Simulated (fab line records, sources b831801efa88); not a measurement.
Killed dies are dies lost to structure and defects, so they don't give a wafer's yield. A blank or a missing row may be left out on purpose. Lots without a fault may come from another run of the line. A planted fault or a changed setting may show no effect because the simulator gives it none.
fab line records | flow gf180mcu | part 1 of 2: steps 1 to 27 of 37
record lots=5 wafers=15 last_day=34
route steps=602 shown M5@527 V5@540
lots that met no fault: from a run of the same line without faults
start_h: hours from the record's first day to the start of the lot's first wafer shown | wait_h: hours since the lot's step before | " the same as in the row above | L1.1+2: a row that stands for several wafers | - no value, or no start given | * or withheld: withheld | < > ~ a bound
route shown NAME@n: a module of which the file shows steps, and the number in the route of the first | usual: mean/standard deviation of fault-free wafers | same: alike in all rows | chamber/n: place in a boat | sites: the reading at each site | _std_site: their standard deviation | _edge_site: outer sites' mean less inner sites' | radius_mm: how far each site lies from the wafer's centre | mask NAME#n: copy n | behind: the tool/chamber that last shaped the wafer | hold: why the lot was held/for how many hours/how that ended | device: the transistor (n, p or np) that didn't switch | end of line: the same wafers' tests at the end of the route | a step without rows: its recipe alone | killed: dies lost to structure and defects at the first sort, not the wafer's yield | map: a wafer's dies, x killed, . not, _ none there
set.NAME: the setting as run; set.NAME@STEP: as run at that earlier step | model.NAME: the simulator's own value behind a step, which no gauge read
lots at some steps of the route; a table a step, a row a wafer
services: from which hour (start_h, from the record's first day; less than 0 if before it) a tool's chamber was out of use, for how many hours, and why
## steps
# step GF_M5_HMDS_01
# recipe prime_time_s=60 prime_temp_c=120
# usual resist_line_temp_C=22.99/0.1
# same prime_time_s=60
# columns lot.wafer tool chamber start_h wait_h resist_line_temp_C
L079.1 litho_track-02 0 635.89 0.1 22.95
L079.4 " 0 " " 22.97
L079.6 " 0 " " 22.91
L084.2 litho_track-02 0 674.51 0.1 23.00
L084.4 " 0 " " 23.02
L084.5 " 0 " " 22.87
L086.1 litho_track-04 0 687.35 0.1 23.06
L086.4 " 0 " " 23.04
L086.5 " 0 " " 22.98
L089.2 litho_track-04 0 711.27 0.1 23.01
L089.4 " 0 " " 22.98
L089.6 " 0 " " 23.12
L095.2 litho_track-02 0 744.36 0.1 22.99
L095.4 " 0 " " 22.99
L095.6 " 0 " " 22.93
# step GF_M5_COAT_02
# recipe resist=KrF spin_rpm=withheld resist_thk_nm=1000
# usual resist_line_temp_C=22.98/0.094
# columns lot.wafer tool chamber start_h wait_h resist_line_temp_C
L079.1 litho_track-02 0 636.04 0.1 23.00
L079.4 " 0 " " 23.00
L079.6 " 0 " " 22.93
L084.2 litho_track-02 0 674.66 0.1 23.14
L084.4 " 0 " " 23.23
L084.5 " 0 " " 23.08
L086.1 litho_track-04 0 687.50 0.1 22.99
L086.4 " 0 " " 22.98
L086.5 " 0 " " 23.02
L089.2 litho_track-04 0 711.42 0.1 22.86
L089.4 " 0 " " 22.87
L089.6 " 0 " " 22.75
L095.2 litho_track-02 0 744.51 0.1 22.83
L095.4 " 0 " " 22.91
L095.6 " 0 " " 22.86
# step GF_M5_SOFTBAKE_03
# recipe temp_c=130 time_s=60 resist=KrF
# usual resist_line_temp_C=22.99/0.11
# columns lot.wafer tool chamber start_h wait_h resist_line_temp_C
L079.1 litho_track-02 0 636.19 0.1 22.73
L079.4 " 0 " " 22.90
L079.6 " 0 " " 23.02
L084.2 litho_track-02 0 674.81 0.1 23.07
L084.4 " 0 " " 22.90
L084.5 " 0 " " 22.86
L086.1 litho_track-04 0 687.65 0.1 22.99
L086.4 " 0 " " 22.93
L086.5 " 0 " " 22.93
L089.2 litho_track-04 0 711.57 0.1 23.05
L089.4 " 0 " " 23.06
L089.6 " 0 " " 23.02
L095.2 litho_track-02 0 744.66 0.1 23.05
L095.4 " 0 " " 23.00
L095.6 " 0 " " 22.92
# step GF_M5_EXPOSE_04
# recipe mask_id=Metal5 target_cd_nm=280 na=0.68 source_shape=conventional sigma_outer=0.6 dose_mj=28
# same na=0.68
# columns lot.wafer tool chamber start_h wait_h mask
L079.1+4+6 krf_scanner-02 0 - - Metal5#0
L084.2+4+5 krf_scanner-01 0 - - Metal5#0
L086.1+4+5 krf_scanner-01 0 - - Metal5#0
L089.2+4+6 krf_scanner-01 0 - - Metal5#0
L095.2+4+6 krf_scanner-01 0 - - Metal5#0
# step GF_M5_PEB_05
# recipe peb_temp_c=135 peb_time_s=90 resist=KrF
# usual resist_line_temp_C=23.00/0.087
# columns lot.wafer tool chamber start_h wait_h resist_line_temp_C
L079.1 litho_track-02 0 - - 22.96
L079.4 " 0 " " 23.14
L079.6 " 0 " " 22.96
L084.2 litho_track-02 0 - - 22.92
L084.4 " 0 " " 22.87
L084.5 " 0 " " 22.95
L086.1 litho_track-01 0 - - 23.10
L086.4 " 0 " " 22.93
L086.5 " 0 " " 23.04
L089.2 litho_track-04 0 - - 22.93
L089.4 " 0 " " 22.82
L089.6 " 0 " " 22.90
L095.2 litho_track-02 0 - - 22.82
L095.4 " 0 " " 22.96
L095.6 " 0 " " 22.96
# step GF_M5_DEVELOP_06
# recipe develop_time_s=60 dev_temp_c=21
# usual resist_line_temp_C=22.98/0.1
# columns lot.wafer tool chamber start_h wait_h resist_line_temp_C
L079.1 litho_track-02 0 645.74 0.2 22.98
L079.4 " 0 " " 23.06
L079.6 " 0 " " 22.96
L084.2 litho_track-02 0 683.81 0.2 23.03
L084.4 " 0 " " 22.96
L084.5 " 0 " " 23.10
L086.1 litho_track-01 0 697.51 0.2 23.06
L086.4 " 0 " " 23.06
L086.5 " 0 " " 23.06
L089.2 litho_track-04 0 720.17 0.2 22.93
L089.4 " 0 " " 23.01
L089.6 " 0 " " 22.99
L095.2 litho_track-02 0 753.11 0.2 22.94
L095.4 " 0 " " 22.97
L095.6 " 0 " " 23.05
# step GF_M5_CD_MEAS_07
# recipe target_cd_nm=280
# usual cd_nm=279.7/1.3
# columns lot.wafer tool chamber start_h wait_h cd_nm
L079.1 cd_sem-01 - 645.89 0.1 279.7
L079.4 " - " " 278.9
L079.6 " - " " 280.3
L084.2 cd_sem-01 - 683.96 0.1 280.4
L084.4 " - " " 280.8
L084.5 " - " " 280.0
L086.1 cd_sem-01 - 697.66 0.1 282.7
L086.4 " - " " 283.5
L086.5 " - " " 282.9
L089.2 cd_sem-01 - 720.32 0.1 282.0
L089.4 " - " " 281.0
L089.6 " - " " 281.2
L095.2 cd_sem-02 - 753.26 0.1 279.6
L095.4 " - " " 279.7
L095.6 " - " " 278.9
# step GF_M5_OVL_MEAS_08
# usual M5_OVL=0/4.8
# columns lot.wafer tool chamber start_h wait_h M5_OVL[nm]
L079.1 overlay-01 - 646.01 0.1 6
L079.4 " - " " -1
L079.6 " - " " -3
L084.2 overlay-02 - 684.07 0.1 -6
L084.4 " - " " -7
L084.5 " - " " -7
L086.1 overlay-02 - 697.78 0.1 -8
L086.4 " - " " -7
L086.5 " - " " -6
L089.2 overlay-01 - 720.42 0.1 7
L089.4 " - " " 4
L089.6 " - " " -5
L095.2 overlay-02 - 753.36 0.1 -1
L095.4 " - " " -1
L095.6 " - " " -2
# step GF_M5_ETCH_09
# recipe chemistry=CF4/O2 target=Si3N4 target_depth_nm=52 source_w=800 bias_w=150 pressure_mtorr=150 cf4_flow_sccm=80 O2_flow_sccm=10 time_s=11.6
# usual drypump_motor_current_A=6.1/0.6 oes_product_au=0.999/0.008 throttle_valve_pct=5.971/0.0093
# columns lot.wafer tool chamber start_h wait_h drypump_motor_current_A oes_product_au rf_hours_counter_h throttle_valve_pct
L079.1 rie_diel-03 3 646.05 0.0 6.5 1.017 58 5.969
L079.4 " 1 " " 6.8 1.010 14 5.973
L079.6 " 2 " " 6.7 0.997 - 5.967
L084.2 rie_diel-03 1 684.10 0.0 6.7 1.006 15 5.980
L084.4 " 3 " " 6.5 0.994 59 5.963
L084.5 " 3 " " 6.5 1.002 - 5.965
L086.1 rie_diel-03 0 697.81 0.0 6.7 0.995 10 5.966
L086.4 " 1 " " 6.7 1.017 16 5.977
L086.5 " 0 " " 6.7 0.989 - 5.970
L089.2 rie_diel-03 1 720.45 0.0 6.7 1.006 17 5.969
L089.4 " 1 " " 6.7 1.002 - 5.972
L089.6 " 0 " " 6.6 0.994 - 5.975
L095.2 rie_diel-03 1 753.39 0.0 6.7 1.011 18 5.963
L095.4 " 1 " " 6.7 1.003 - 5.961
L095.6 " 0 " " 6.7 0.988 - 5.983
# step GF_M5_METAL_ETCH_10
# recipe chemistry=Cl2/BCl3 mask_material=KrF target_depth_nm=627.5 stop_on=SiO2 pressure_mtorr=8 icp_w=800 bias_w=140 Cl2_flow_sccm=80 bcl3_flow_sccm=40 time_s=104.6
# usual drypump_motor_current_A=5.7/0.3 oes_product_au=0.971/0.0067 throttle_valve_pct=28.249/0.0097
# columns lot.wafer tool chamber start_h wait_h drypump_motor_current_A oes_product_au rf_hours_counter_h throttle_valve_pct
L079.1 rie_metal-01 0 646.07 0.0 5.2 0.973 11 28.250
L079.4 " 1 " " 5.6 0.968 - 28.235
L079.6 " 1 " " 5.5 0.979 - 28.232
L084.2 rie_metal-04 0 684.12 0.0 5.8 0.961 11 28.237
L084.4 " 0 " " 5.8 0.959 - 28.250
L084.5 " 0 " " 5.8 0.962 - 28.264
L086.1 rie_metal-04 1 697.84 0.0 6.2 0.971 2 28.249
L086.4 " 1 " " 6.2 0.972 - 28.257
L086.5 " 0 " " 5.8 0.972 - 28.270
L089.2 rie_metal-04 0 720.48 0.0 5.8 0.981 12 28.244
L089.4 " 0 " " 5.8 0.983 - 28.240
L089.6 " 0 " " 5.8 0.983 - 28.248
L095.2 rie_metal-04 1 753.42 0.0 6.1 0.977 4 28.236
L095.4 " 1 " " 6.2 0.981 - 28.234
L095.6 " 0 " " 5.8 0.972 - 28.242
# step GF_M5_STRIP_11
# recipe chemistry=O2/N2 power_w=1400 pressure_mtorr=1500 platen_temp_c=250 o2_flow_sccm=3000 n2_flow_sccm=300 overash_fraction=0.5
# usual drypump_motor_current_A=5.8/0.41 heater_power_w=353/42 oes_product_au=0.543/0.0053 strip_time_to_endpoint_s=7.51/0.04
# columns lot.wafer tool chamber start_h wait_h drypump_motor_current_A heater_power_w oes_product_au rf_hours_counter_h strip_time_to_endpoint_s
L079.1 plasma_asher-01 1 646.18 0.1 5.7 311 0.546 89 7.54
L079.4 " 1 " " 5.7 308 0.544 - 7.52
L079.6 " 1 " " 5.7 307 0.544 - 7.53
L084.2 plasma_asher-01 1 684.23 0.1 5.7 306 0.539 93 7.45
L084.4 " 1 " " 5.7 304 0.529 - 7.45
L084.5 " 0 " " 5.5 367 0.542 - 7.46
L086.1 plasma_asher-03 1 697.95 0.1 6.3 396 0.541 61 7.38
L086.4 " 0 " " 5.3 333 0.548 - 7.43
L086.5 " 1 " " 6.3 405 0.540 - 7.44
L089.2 plasma_asher-01 0 720.59 0.1 5.5 382 0.537 97 7.55
L089.4 " 0 " " 5.5 379 0.541 - 7.54
L089.6 " 1 " " 5.7 304 0.546 - 7.54
L095.2 plasma_asher-03 1 753.53 0.1 6.3 401 0.550 67 7.46
L095.4 " 1 " " 6.3 420 0.538 - 7.51
L095.6 " 0 " " 5.3 330 0.540 - 7.51
# step GF_M5_STRIP_12
# recipe chemistry=post_etch_residue_remover time_s=1200 temp_c=72.5
# columns lot.wafer tool chamber start_h wait_h
L079.1+4+6 wet_bench-01 3 646.28 0.1
L084.2+4+5 wet_bench-01 1 684.33 0.1
L086.1+4+5 wet_bench-01 2 698.05 0.1
L089.2+4+6 wet_bench-01 2 720.69 0.1
L095.2+4+6 wet_bench-04 1 753.63 0.1
# step GF_M5_CLEAN_13
# recipe chemistry=DIW dry=n2_spin
# columns lot.wafer tool chamber start_h wait_h
L079.1+4+6 wet_bench-02 2 646.65 0.0
L084.2+4+5 wet_bench-04 1 684.67 0.0
L086.1+4+5 wet_bench-02 1 698.39 0.0
L089.2+4+6 wet_bench-01 1 721.03 0.0
L095.2+4+6 wet_bench-04 1 753.97 0.0
# step GF_V5_CVD_00
# recipe material=SiO2 target_thk_nm=300 sigma_open_frac=0.3 temp_c=400 time_s=50 sih4_flow_sccm=60 pressure_mtorr=6
# columns lot.wafer tool chamber start_h wait_h
L079.1+4+6 hdpcvd-02 2,0,2 646.75 0.0
L084.2+4+5 hdpcvd-01 0,1,0 684.77 0.0
L086.1+4+5 hdpcvd-02 2,2,1 698.48 0.0
L089.2+4+6 hdpcvd-02 0,0,2 721.12 0.0
L095.2+4+6 hdpcvd-02 1,0,1 754.06 0.0
# step GF_V5_THK_MEAS_01
# recipe reads=SiO2_of_V5_CVD_00
# usual V5_CVD_00_THK=298.9/2.4
# columns lot.wafer tool chamber start_h wait_h V5_CVD_00_THK[nm]
L079.1 film_metro-02 - 646.80 0.0 295.9
L079.4 " - " " 297.4
L079.6 " - " " 298.6
L084.2 film_metro-03 - 684.83 0.0 300.7
L084.4 " - " " 299.3
L084.5 " - " " 301.5
L086.1 film_metro-03 - 698.53 0.0 296.1
L086.4 " - " " 298.4
L086.5 " - " " 299.8
L089.2 film_metro-03 - 721.18 0.0 298.6
L089.4 " - " " 299.2
L089.6 " - " " 298.6
L095.2 film_metro-04 - 754.12 0.0 301.7
L095.4 " - " " 300.1
L095.6 " - " " 303.4
# step GF_V5_CVD_02
# recipe material=SiO2 target_thk_nm=1450 precursor=TEOS temp_c=400 time_s=163.28 rf_w=600
# usual heater_power_w=650/130
# columns lot.wafer tool chamber start_h wait_h heater_power_w
L079.1 pecvd-04 2 646.86 0.1 695
L079.4 " 1 " " 512
L079.6 " 2 " " 803
L084.2 pecvd-03 0 684.88 0.0 547
L084.4 " 2 " " 762
L084.5 " 0 " " 635
L086.1 pecvd-04 1 698.59 0.1 414
L086.4 " 2 " " 712
L086.5 " 1 " " 487
L089.2 pecvd-04 0 721.23 0.0 685
L089.4 " 2 " " 695
L089.6 " 0 " " 762
L095.2 pecvd-02 0 754.17 0.0 524
L095.4 " 0 " " 608
L095.6 " 1 " " 785
# step GF_V5_THK_MEAS_03
# recipe reads=SiO2_of_V5_CVD_02
# usual V5_CVD_02_THK=1448/17
# columns lot.wafer tool chamber start_h wait_h V5_CVD_02_THK[nm]
L079.1 film_metro-03 - 646.97 0.1 1425
L079.4 " - " " 1453
L079.6 " - " " 1456
L084.2 film_metro-04 - 684.99 0.1 1416
L084.4 " - " " 1464
L084.5 " - " " 1439
L086.1 film_metro-02 - 698.69 0.1 1433
L086.4 " - " " 1462
L086.5 " - " " 1472
L089.2 film_metro-03 - 721.34 0.1 1416
L089.4 " - " " 1457
L089.6 " - " " 1462
L095.2 film_metro-03 - 754.29 0.1 1436
L095.4 " - " " 1445
L095.6 " - " " 1471
# step GF_V5_CMP_04
# recipe material=SiO2 down_force_psi=4 platen_rpm=60 pad_velocity_m_s=0.94248
# usual edge_zone_pressure_frac=0.999/0.0048 motor_current_A=12.0/1.7
# columns lot.wafer tool chamber start_h wait_h edge_zone_pressure_frac motor_current_A
L079.1 cmp-01 3 647.03 0.1 1.006 13.1
L079.4 " 0 " " 1.001 9.6
L079.6 " 3 " " 1.008 13.1
L084.2 cmp-02 3 685.04 0.0 1.001 13.8
L084.4 " 1 " " 1.004 14.1
L084.5 " 3 " " 0.995 14.0
L086.4 cmp-02 1 698.85 0.1 0.990 14.8
L086.1 " 2 " " 1.004 10.9
L086.5 " 3 " " 1.004 13.6
L089.2 cmp-01 3 721.49 0.1 1.007 12.8
L089.4 " 0 " " 0.996 10.2
L089.6 " 1 " " 0.994 12.7
L095.4 cmp-01 1 754.34 0.0 1.007 13.1
L095.2 " 0 " " 0.996 10.1
L095.6 " 2 " " 0.999 11.8
# step GF_V5_BOW_MEAS_05
# recipe mode=bow
# usual V5_BOW=136/9.3
# columns lot.wafer tool chamber start_h wait_h V5_BOW[um]
L079.1 film_metro-03 - 647.33 0.2 132
L079.4 " - " " 136
L079.6 " - " " 138
L084.2 film_metro-03 - 685.36 0.3 144
L084.4 " - " " 137
L084.5 " - " " 140
L086.1 film_metro-03 - 699.05 0.1 142
L086.4 " - " " 136
L086.5 " - " " 138
L089.2 film_metro-04 - 721.71 0.2 140
L089.4 " - " " 151
L089.6 " - " " 146
L095.2 film_metro-03 - 754.66 0.1 160
L095.4 " - " " 142
L095.6 " - " " 139
# step GF_V5_DEHYDRATE_06
# recipe temp_c=200 time_s=60
# usual resist_line_temp_C=23.00/0.1
# columns lot.wafer tool chamber start_h wait_h resist_line_temp_C
L079.1 litho_track-01 0 656.76 9.4 23.05
L079.4 " 0 " " 23.06
L079.6 " 0 " " 22.99
L084.2 litho_track-01 0 693.98 8.6 23.05
L084.4 " 0 " " 23.25
L084.5 " 0 " " 23.18
L086.1 litho_track-01 0 707.31 8.2 23.01
L086.4 " 0 " " 22.86
L086.5 " 0 " " 22.98
L089.2 litho_track-01 0 729.93 8.2 23.12
L089.4 " 0 " " 23.01
L089.6 " 0 " " 23.09
L095.2 litho_track-01 0 761.78 7.1 22.94
L095.4 " 0 " " 22.97
L095.6 " 0 " " 23.05
# step GF_V5_HMDS_07
# recipe prime_time_s=60 prime_temp_c=120
# usual resist_line_temp_C=23.01/0.11
# same prime_time_s=60
# columns lot.wafer tool chamber start_h wait_h resist_line_temp_C
L079.1 litho_track-01 0 656.91 0.1 22.95
L079.4 " 0 " " 23.16
L079.6 " 0 " " 22.97
L084.2 litho_track-01 0 694.13 0.1 23.07
L084.4 " 0 " " 22.95
L084.5 " 0 " " 22.86
L086.1 litho_track-01 0 707.46 0.1 23.08
L086.4 " 0 " " 23.04
L086.5 " 0 " " 22.96
L089.2 litho_track-01 0 730.08 0.1 23.07
L089.4 " 0 " " 23.09
L089.6 " 0 " " 22.93
L095.2 litho_track-01 0 761.93 0.1 22.90
L095.4 " 0 " " 23.01
L095.6 " 0 " " 23.18
# step GF_V5_COAT_08
# recipe resist=BARC temp_c=withheld time_s=withheld spin_rpm=withheld resist_thk_nm=withheld
# usual resist_line_temp_C=*
# columns lot.wafer tool chamber start_h wait_h resist_line_temp_C
L079.1 litho_track-01 0 657.06 0.1 *
L079.4 " 0 " " *
L079.6 " 0 " " *
L084.2 litho_track-01 0 694.28 0.1 *
L084.4 " 0 " " *
L084.5 " 0 " " *
L086.1 litho_track-01 0 707.61 0.1 *
L086.4 " 0 " " *
L086.5 " 0 " " *
L089.2 litho_track-01 0 730.23 0.1 *
L089.4 " 0 " " *
L089.6 " 0 " " *
L095.2 litho_track-01 0 762.08 0.1 *
L095.4 " 0 " " *
L095.6 " 0 " " *
# step GF_V5_COAT_09
# recipe resist=KrF spin_rpm=withheld resist_thk_nm=1000
# usual resist_line_temp_C=22.98/0.11
# columns lot.wafer tool chamber start_h wait_h resist_line_temp_C
L079.1 litho_track-01 0 - - 22.96
L079.4 " 0 " " 23.02
L079.6 " 0 " " 23.04
L084.2 litho_track-01 0 - - 23.05
L084.4 " 0 " " 22.76
L084.5 " 0 " " 23.12
L086.1 litho_track-01 0 - - 22.84
L086.4 " 0 " " 22.93
L086.5 " 0 " " 22.86
L089.2 litho_track-01 0 - - 22.93
L089.4 " 0 " " 22.78
L089.6 " 0 " " 23.11
L095.2 litho_track-01 0 - - 22.92
L095.4 " 0 " " 22.95
L095.6 " 0 " " 23.02
# step GF_V5_SOFTBAKE_10
# recipe temp_c=130 time_s=60 resist=KrF
# usual resist_line_temp_C=23.00/0.09
# columns lot.wafer tool chamber start_h wait_h resist_line_temp_C
L079.1 litho_track-01 0 - - 22.91
L079.4 " 0 " " 22.99
L079.6 " 0 " " 23.02
L084.2 litho_track-01 0 - - 22.98
L084.4 " 0 " " 23.04
L084.5 " 0 " " 22.98
L086.1 litho_track-01 0 - - 22.99
L086.4 " 0 " " 22.92
L086.5 " 0 " " 22.99
L089.2 litho_track-01 0 - - 23.07
L089.4 " 0 " " 23.13
L089.6 " 0 " " 23.08
L095.2 litho_track-01 0 - - 23.05
L095.4 " 0 " " 22.81
L095.6 " 0 " " 23.03
# step GF_V5_EXPOSE_11
# recipe mask_id=Via5 target_cd_nm=260 na=0.68 source_shape=conventional sigma_outer=0.6 dose_mj=38
# same na=0.68
# columns lot.wafer tool chamber start_h wait_h mask
L079.1+4+6 krf_scanner-01 0 - - Via5#0
L084.2+4+5 krf_scanner-02 0 - - Via5#0
L086.1+4+5 krf_scanner-01 0 - - Via5#0
L089.2+4+6 krf_scanner-01 0 - - Via5#0
L095.2+4+6 krf_scanner-02 0 - - Via5#0
# step GF_V5_PEB_12
# recipe peb_temp_c=135 peb_time_s=90 resist=KrF
# usual resist_line_temp_C=22.97/0.11
# columns lot.wafer tool chamber start_h wait_h resist_line_temp_C
L079.1 litho_track-02 0 - - 23.00
L079.4 " 0 " " 23.01
L079.6 " 0 " " 23.02
L084.2 litho_track-02 0 - - 22.92
L084.4 " 0 " " 22.86
L084.5 " 0 " " 22.85
L086.1 litho_track-01 0 - - 22.89
L086.4 " 0 " " 22.94
L086.5 " 0 " " 23.03
L089.2 litho_track-03 0 - - 22.94
L089.4 " 0 " " 23.03
L089.6 " 0 " " 22.99
L095.2 litho_track-02 0 - - 23.01
L095.4 " 0 " " 23.07
L095.6 " 0 " " 22.96
# step GF_V5_DEVELOP_13
# recipe develop_time_s=60 resist=KrF dev_temp_c=21
# usual resist_line_temp_C=22.99/0.11
# columns lot.wafer tool chamber start_h wait_h resist_line_temp_C
L079.1 litho_track-02 0 666.79 0.2 22.99
L079.4 " 0 " " 23.15
L079.6 " 0 " " 23.10
L084.2 litho_track-02 0 703.26 0.2 22.73
L084.4 " 0 " " 23.00
L084.5 " 0 " " 22.94
L086.1 litho_track-01 0 716.21 0.2 23.20
L086.4 " 0 " " 22.94
L086.5 " 0 " " 22.98
L089.2 litho_track-03 0 738.94 0.2 23.08
L089.4 " 0 " " 23.04
L089.6 " 0 " " 23.05
L095.2 litho_track-02 0 770.26 0.2 23.17
L095.4 " 0 " " 23.10
L095.6 " 0 " " 22.99
